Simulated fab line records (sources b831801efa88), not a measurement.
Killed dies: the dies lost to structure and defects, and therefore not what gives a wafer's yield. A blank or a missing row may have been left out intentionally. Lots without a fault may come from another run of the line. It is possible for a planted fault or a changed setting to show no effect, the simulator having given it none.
fab line records	flow sky130
record lots=12	wafers=36	last_day=50
route steps=708 shown LDD_LDN@301 POLY_CUT@317 RES_XHIGH@341 SD_N@353 PAD_OPEN@708
lots with no fault: from the same line, run without faults
start_h: hours from the record's first day to the start of the lot's first wafer shown	wait_h: hours since the lot's step before	" identical to the entry in the row above	L1.1+2: a single row standing in for several wafers	- either no value or no given start	* or withheld: withheld	< > ~ a bound
route shown NAME@n: NAME is a module with steps in the file, n the number in the route of the first one	usual: mean/standard deviation taken from wafers without a fault	same: alike in all rows	chamber/n: place in a boat	sites: readings site by site	_std_site: how widely they spread, as a standard deviation	_edge_site: inner sites' mean taken away from outer sites' mean	radius_mm: for every site, how far away it sits from the centre of the wafer	mask NAME#n: copy n	behind: the most recent tool/chamber to have shaped the wafer	hold: cause of the lot's hold/its duration in hours/its outcome	device: whichever transistor did not switch (one of n, p or np)	end of line: the route-end tests of the same wafers	where a step has no rows: the recipe by itself	killed: dies that structure and defects cost at the first sort, which is not the same as the wafer's yield	map: shows each die of a wafer: x if killed, . if not, _ if none is there
set.NAME: the setting the step ran with; set.NAME@STEP: the setting that earlier step ran with	model.NAME: the simulator's own value behind a step, which no gauge read
the route's steps for a sample of lots (tables are steps, rows are wafers)
services: when a tool's chamber went out of use (start_h, in hours from the record's first day, below 0 if earlier), for how many hours, and the reason
## steps
# step SKY_LDD_LDN_STRIP_12
# recipe chemistry=O2/N2	power_w=1400	pressure_mtorr=1500	platen_temp_c=withheld	o2_flow_sccm=3000	n2_flow_sccm=300	overash_fraction=0.5
# usual drypump_motor_current_A=5.8/0.35	oes_product_au=0.715/0.0045	strip_time_to_endpoint_s=14.20/0.045
lot.wafer	tool	chamber	start_h	wait_h	drypump_motor_current_A	oes_product_au	rf_hours_counter_h	strip_time_to_endpoint_s
L236.1	plasma_asher-04	0	544.32	0.1	5.8	0.724	73	14.15
L236.3	"	0	"	"	5.8	0.714	-	14.14
L236.4	"	1	"	"	6.1	0.713	-	14.16
L238.2	plasma_asher-04	0	550.47	0.1	5.7	0.706	75	14.23
L238.3	"	0	"	"	5.7	0.715	-	14.15
L238.5	"	1	"	"	6.1	0.709	-	14.20
L240.3	plasma_asher-03	0	579.50	0.1	5.3	0.713	-	14.10
L240.4	"	1	"	"	5.8	0.709	-	14.14
L240.5	"	1	"	"	5.7	0.707	-	14.08
L247.1	plasma_asher-03	1	634.07	0.1	5.8	0.707	22	14.28
L247.5	"	1	"	"	5.8	0.714	-	14.20
L247.6	"	0	"	"	5.3	0.720	-	14.25
L248.2	plasma_asher-04	0	642.02	0.1	5.7	0.711	83	14.23
L248.3	"	1	"	"	6.1	0.728	-	14.21
L248.5	"	0	"	"	5.8	0.718	-	14.22
L251.2	plasma_asher-03	0	669.57	0.1	5.3	0.717	26	14.16
L251.4	"	1	"	"	5.8	0.710	-	14.15
L251.6	"	0	"	"	5.3	0.712	-	14.15
L249.2	plasma_asher-04	1	669.87	0.1	6.1	0.720	86	14.30
L249.5	"	1	"	"	6.1	0.717	-	14.30
L249.6	"	0	"	"	5.8	0.713	-	14.29
L250.1	plasma_asher-03	1	670.17	0.1	5.7	0.713	26	14.18
L250.4	"	1	"	"	5.7	0.716	-	14.20
L250.6	"	1	"	"	5.8	0.711	-	14.26
L252.1	plasma_asher-01	0	700.52	0.1	5.7	0.716	97	14.22
L252.5	"	1	"	"	6.5	0.711	-	14.19
L252.6	"	0	"	"	5.7	0.717	-	14.22
L254.1	plasma_asher-04	1	704.17	0.1	6.1	0.709	90	14.21
L254.2	"	0	"	"	5.7	0.715	90	14.27
L254.6	"	1	"	"	6.1	0.714	-	14.21
L257.2	plasma_asher-04	1	726.97	0.1	6.1	0.713	92	14.24
L257.3	"	1	"	"	6.1	0.716	-	14.21
L257.4	"	0	"	"	5.8	0.721	-	14.24
L258.4	plasma_asher-03	0	731.65	0.1	5.3	0.722	-	14.20
L258.5	"	1	"	"	5.7	0.709	-	14.19
L258.6	"	0	"	"	5.3	0.718	-	14.19
# step SKY_POLY_CUT_ETCH_10
# recipe chemistry=N2/H2	target=BARC	ion_energy_ev=200	source_w=500	bias_w=100	pressure_mtorr=30	n2_flow_sccm=100	h2_flow_sccm=200	stop_on=SiO2	time_s=45.9	target_depth_a=600
# usual drypump_motor_current_A=5.7/0.36	oes_product_au=0.855/0.0049	throttle_valve_pct=13.225/0.009
lot.wafer	tool	chamber	start_h	wait_h	drypump_motor_current_A	oes_product_au	rf_hours_counter_h	throttle_valve_pct
L236.1	rie_diel-02	1	575.34	0.0	5.8	0.851	6	13.217
L236.3	"	0	"	"	6.0	0.868	16	13.221
L236.4	"	3	"	"	6.1	0.859	13	13.229
L238.2	rie_diel-01	3	583.49	0.0	5.0	0.857	11	13.241
L238.3	"	1	"	"	5.9	0.865	20	13.225
L238.5	"	1	"	"	5.9	0.847	-	13.228
L240.3	rie_diel-04	1	611.01	0.0	5.5	0.846	2	13.223
L240.4	"	1	"	"	5.5	0.856	-	13.223
L240.5	"	3	"	"	5.4	0.855	-	13.235
L247.1	rie_diel-04	3	665.49	0.0	5.5	0.853	13	13.221
L247.5	"	1	"	"	5.5	0.859	-	13.233
L247.6	"	2	"	"	5.5	0.849	-	13.223
L248.2	rie_diel-02	2	672.61	0.0	5.7	0.850	19	13.212
L248.3	"	1	"	"	5.7	0.848	9	13.232
L248.5	"	0	"	"	6.0	0.854	-	13.236
L251.2	rie_diel-02	1	699.14	0.0	5.8	0.864	10	13.206
L251.4	"	1	"	"	5.7	0.848	-	13.205
L251.6	"	3	"	"	6.2	0.856	-	13.227
L249.2	rie_diel-04	0	700.17	0.0	6.2	0.856	14	13.220
L249.5	"	2	"	"	5.5	0.861	-	13.232
L249.6	"	1	"	"	5.5	0.855	-	13.217
L250.1	rie_diel-02	1	700.52	0.0	5.8	0.855	10	13.208
L250.4	"	3	"	"	6.1	0.854	-	13.229
L250.6	"	0	"	"	6.0	0.851	-	13.220
L252.1	rie_diel-01	1	730.39	0.0	5.9	0.860	23	13.220
L252.5	"	2	"	"	5.3	0.856	-	13.237
L252.6	"	1	"	"	5.9	0.849	-	13.238
L254.1	rie_diel-04	2	733.37	0.0	5.5	0.851	2	13.217
L254.2	"	1	"	"	5.4	0.849	4	13.218
L254.6	"	2	"	"	5.5	0.849	-	13.229
L257.2	rie_diel-02	0	757.24	0.0	6.0	0.853	21	13.224
L257.3	"	3	"	"	6.1	0.859	18	13.221
L257.4	"	2	"	"	5.7	0.857	20	13.222
L258.4	rie_diel-04	1	762.26	0.0	5.5	0.862	5	13.221
L258.5	"	3	"	"	5.4	0.858	-	13.207
L258.6	"	2	"	"	5.5	0.853	-	13.230
# step SKY_RES_XHIGH_TW_MEAS_09
# usual RES_XHIGH_TW=1650/7.5
lot.wafer	tool	chamber	start_h	wait_h	RES_XHIGH_TW
L236.1	film_metro-03	-	633.32	0.1	1663
L236.3	"	-	"	"	1641
L236.4	"	-	"	"	1653
L238.2	film_metro-01	-	642.48	0.1	1647
L238.3	"	-	"	"	1645
L238.5	"	-	"	"	1648
L240.3	film_metro-03	-	668.74	0.1	1649
L240.4	"	-	"	"	1652
L240.5	"	-	"	"	1656
L247.1	film_metro-03	-	720.69	0.1	1650
L247.5	"	-	"	"	1654
L247.6	"	-	"	"	1640
L248.2	film_metro-03	-	729.48	0.1	1644
L248.3	"	-	"	"	1643
L248.5	"	-	"	"	1651
L251.2	film_metro-03	-	755.18	0.1	1643
L251.4	"	-	"	"	1648
L251.6	"	-	"	"	1644
L249.2	film_metro-03	-	756.58	0.1	1633
L249.5	"	-	"	"	1646
L249.6	"	-	"	"	1651
L250.1	film_metro-03	-	756.79	0.1	1642
L250.4	"	-	"	"	1640
L250.6	"	-	"	"	1642
L252.1	film_metro-03	-	786.29	0.1	1659
L252.5	"	-	"	"	1655
L252.6	"	-	"	"	1652
L254.1	film_metro-02	-	788.09	0.1	1657
L254.2	"	-	"	"	1651
L254.6	"	-	"	"	1662
L257.2	film_metro-01	-	811.40	0.1	1639
L257.3	"	-	"	"	1636
L257.4	"	-	"	"	1645
L258.4	film_metro-03	-	816.62	0.1	1651
L258.5	"	-	"	"	1645
L258.6	"	-	"	"	1651
# step SKY_SD_N_STRIP_11
# recipe chemistry=O2/N2	power_w=1400	pressure_mtorr=1500	platen_temp_c=withheld	o2_flow_sccm=3000	n2_flow_sccm=300	overash_fraction=0.5
# usual drypump_motor_current_A=5.9/0.37	oes_product_au=0.528/0.0049	strip_time_to_endpoint_s=22.57/0.033
lot.wafer	tool	chamber	start_h	wait_h	drypump_motor_current_A	oes_product_au	rf_hours_counter_h	strip_time_to_endpoint_s
L236.1	plasma_asher-04	1	661.89	0.1	6.1	0.525	86	22.58
L236.3	"	1	"	"	6.1	0.526	-	22.55
L236.4	"	0	"	"	5.7	0.530	-	22.53
L238.2	plasma_asher-01	0	671.64	0.1	5.8	0.540	94	22.55
L238.3	"	1	"	"	6.6	0.527	-	22.50
L238.5	"	0	"	"	5.7	0.523	-	22.55
L240.3	plasma_asher-03	0	696.77	0.1	5.3	0.324	-	-
L240.4	"	1	"	"	5.8	0.289	-	-
L240.5	"	1	"	"	5.8	0.294	-	-
L247.1	plasma_asher-03	1	748.19	0.1	5.7	0.536	34	22.59
L247.5	"	1	"	"	5.7	0.526	-	22.57
L247.6	"	0	"	"	5.3	0.526	-	22.58
L248.2	plasma_asher-01	1	757.94	0.1	6.6	0.531	1	22.59
L248.3	"	1	"	"	6.6	0.526	-	22.63
L248.5	"	1	"	"	6.6	0.535	-	22.59
L251.2	plasma_asher-01	1	781.64	0.1	6.6	0.532	3	22.57
L251.4	"	0	"	"	5.8	0.533	-	22.58
L251.6	"	0	"	"	5.7	0.527	-	22.56
L249.2	plasma_asher-03	0	782.79	0.1	5.3	0.517	37	22.56
L249.5	"	0	"	"	5.3	0.529	-	22.57
L249.6	"	1	"	"	5.7	0.529	-	22.54
L250.1	plasma_asher-04	0	783.14	0.1	5.7	0.530	97	22.65
L250.4	"	0	"	"	5.8	0.537	-	22.63
L250.6	"	1	"	"	6.1	0.537	-	22.63
L252.1	plasma_asher-03	1	813.96	0.1	5.8	0.532	40	22.54
L252.5	"	1	"	"	5.7	0.524	-	22.51
L252.6	"	0	"	"	5.3	0.528	-	22.54
L254.1	plasma_asher-04	0	815.09	0.1	5.8	0.532	101	22.63
L254.2	"	1	"	"	6.1	0.525	101	22.60
L254.6	"	0	"	"	5.8	0.532	-	22.62
L257.2	plasma_asher-03	0	838.99	0.1	5.3	0.535	43	22.59
L257.3	"	1	"	"	5.8	0.529	-	22.56
L257.4	"	0	"	"	5.3	0.523	-	22.56
L258.4	plasma_asher-01	0	843.87	0.1	5.8	0.533	-	22.56
L258.5	"	0	"	"	5.7	0.529	-	22.55
L258.6	"	1	"	"	6.6	0.526	-	22.59
# step SKY_PAD_OPEN_PROBE_99
# usual killed_at_M0_to_M3=43/6.9	killed_at_M4_up=3.1/1.9	killed_at_contacts=24/5.4	killed_at_front_end=14/4.3	killed_at_other=0.3/0.53	killed_dies=84/9.5	killed_on_rim=16/4.1	killed_open=46/6.8	killed_short=38/6
# same gross_dies=492	killed_at_back_side=0
lot.wafer	tool	chamber	start_h	wait_h	killed_at_M0_to_M3	killed_at_M4_up	killed_at_contacts	killed_at_front_end	killed_at_other	killed_dies	killed_on_rim	killed_open	killed_short
L240.3	prober-02	-	1111.45	0.2	44	4	22	422	0	492	96	44	37
L240.4	prober-02	-	1111.50	0.2	45	5	13	429	0	492	96	34	39
L240.5	prober-02	-	1111.55	0.2	51	2	17	422	0	492	96	44	39
L247.1	prober-02	-	1143.76	0.1	46	3	22	9	0	80	13	38	41
L247.5	prober-02	-	1143.96	0.2	39	4	20	12	1	76	19	37	39
L247.6	prober-02	-	1144.01	0.2	50	4	18	15	1	88	10	49	39
L249.2	prober-01	-	1171.77	0.1	42	5	22	11	0	80	14	49	31
L249.5	prober-01	-	1171.92	0.2	33	2	20	12	0	67	9	31	36
L249.6	prober-01	-	1171.97	0.2	59	2	29	11	0	101	24	56	45
# killed by level:class
L240.3 SD_N:area_rta=411 CONTACT:geometric_particle:open=11 VIA1:geometric_particle:open=10 VIA2:geometric_particle:open=7 VIA1:geometric_particle:short=5 METAL2:geometric_particle:short=5 FIELD_ISO:geometric_particle:short=4 VIA3:geometric_particle:open=4
L240.4 SD_N:area_rta=419 VIA1:geometric_particle:open=10 VIA3:geometric_particle:open=8 METAL2:geometric_particle:short=6 METAL4:geometric_particle:short=5 LI_CONTACT:geometric_particle:open=5 VIA2:geometric_particle:short=5 CONTACT:geometric_particle:open=4
L240.5 SD_N:area_rta=409 VIA1:geometric_particle:open=12 VIA2:geometric_particle:open=9 CONTACT:geometric_particle:open=8 METAL1:geometric_particle:short=6 VIA1:geometric_particle:short=6 VIA3:geometric_particle:open=6 FIELD_ISO:geometric_particle:short=5
L247.1 VIA1:geometric_particle:open=9 LI_CONTACT:geometric_particle:open=7 VIA2:geometric_particle:open=6 METAL1:geometric_particle:short=6 CONTACT:geometric_particle:open=5 VIA1:geometric_particle:short=5 VIA2:geometric_particle:short=5 VIA3:geometric_particle:open=5
L247.5 VIA1:geometric_particle:open=11 METAL2:geometric_particle:short=8 VIA3:geometric_particle:open=7 CONTACT:geometric_particle:short=6 METAL1:geometric_particle:short=6 CONTACT:geometric_particle:open=5 POLY_GATE:geometric_particle:open=4 LI_CONTACT:geometric_particle:short=4
L247.6 VIA2:geometric_particle:open=9 CONTACT:geometric_particle:open=9 VIA1:geometric_particle:open=9 VIA1:geometric_particle:short=6 VIA3:geometric_particle:short=5 VIA3:geometric_particle:open=4 POLY_GATE:geometric_particle:open=4 POLY_GATE:geometric_particle:short=4
L249.2 VIA1:geometric_particle:open=11 CONTACT:geometric_particle:open=9 LI_CONTACT:geometric_particle:open=8 VIA3:geometric_particle:open=8 VIA3:geometric_particle:short=5 POLY_GATE:geometric_particle:short=4 VIA2:geometric_particle:open=4 METAL4:geometric_particle:short=4
L249.5 METAL2:geometric_particle:short=8 CONTACT:geometric_particle:open=8 VIA1:geometric_particle:open=7 METAL1:geometric_particle:short=6 FIELD_ISO:geometric_particle:short=5 LI_CONTACT:geometric_particle:open=4 LOCAL_INTERCONNECT:geometric_particle:short=4 VIA2:geometric_particle:open=4
L249.6 VIA1:geometric_particle:open=17 CONTACT:geometric_particle:open=11 METAL1:geometric_particle:short=9 VIA2:geometric_particle:open=7 VIA3:geometric_particle:open=7 LI_CONTACT:geometric_particle:open=6 METAL2:geometric_particle:short=6 CONTACT:geometric_particle:short=5
## services
tool	chamber	start_h	hours	kind
rie_diel-01	2	529.25	3.2	repair
plasma_asher-04	-	532.02	2.8	pm
rie_diel-02	-	532.94	15.6	pm
rie_diel-01	-	540.76	0.5	repair
plasma_asher-01	-	544.78	4.2	repair
plasma_asher-04	-	562.29	14.6	pm
rie_diel-04	-	590.31	0.6	repair
rie_diel-02	-	604.79	0.7	repair
rie_diel-01	-	612.19	18.2	repair
plasma_asher-04	-	616.74	0.7	repair
rie_diel-01	3	618.78	5.1	repair
rie_diel-04	1	631.02	8.9	repair
rie_diel-01	0	633.16	21.4	repair
rie_diel-02	2	633.54	2.4	repair
rie_diel-01	1	673.67	1.8	repair
rie_diel-02	-	678.25	14.6	pm
rie_diel-02	2	696.46	4.6	repair
rie_diel-02	1	700.66	4.5	repair
rie_diel-02	-	702.75	14.8	repair
plasma_asher-01	-	733.75	9.0	pm
plasma_asher-04	-	753.21	0.8	repair
plasma_asher-03	-	801.79	5.6	repair
rie_diel-02	1	810.51	3.6	repair
rie_diel-04	3	821.35	2.6	repair
## key
first_sign step=SKY_SD_N_STRIP_11	reading=oes_product_au	direction=down	sigmas=46	usual=0.528	struck=0.302
effect step=SKY_PAD_OPEN_PROBE_99	reading=killed_at_front_end	direction=up	sigmas=95	usual=14	struck=424
more_kills_born_at SKY_SD_N_RTA_14@rtp_anneal-02=1239
met_at SKY_SD_N_STRIP_11
struck_lots L240
tester_left_out L240
not_acting_at SKY_LDD_LDN_STRIP_12,SKY_POLY_CUT_ETCH_10,SKY_RES_XHIGH_TW_MEAS_09
fault kind=strip_aborted	tool=plasma_asher-03	chamber=-	onset_h=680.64	steps=SKY_SD_N_STRIP_11	offset=0.93019	end_h=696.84
# tester_left_out: of these lots the tester's yield and bins aren't shown, on N5 and GAA mostly nor the transistor test; their killed dies are dies lost to structure and defects alone, not to doping, threshold or leakage, so they don't give the yield
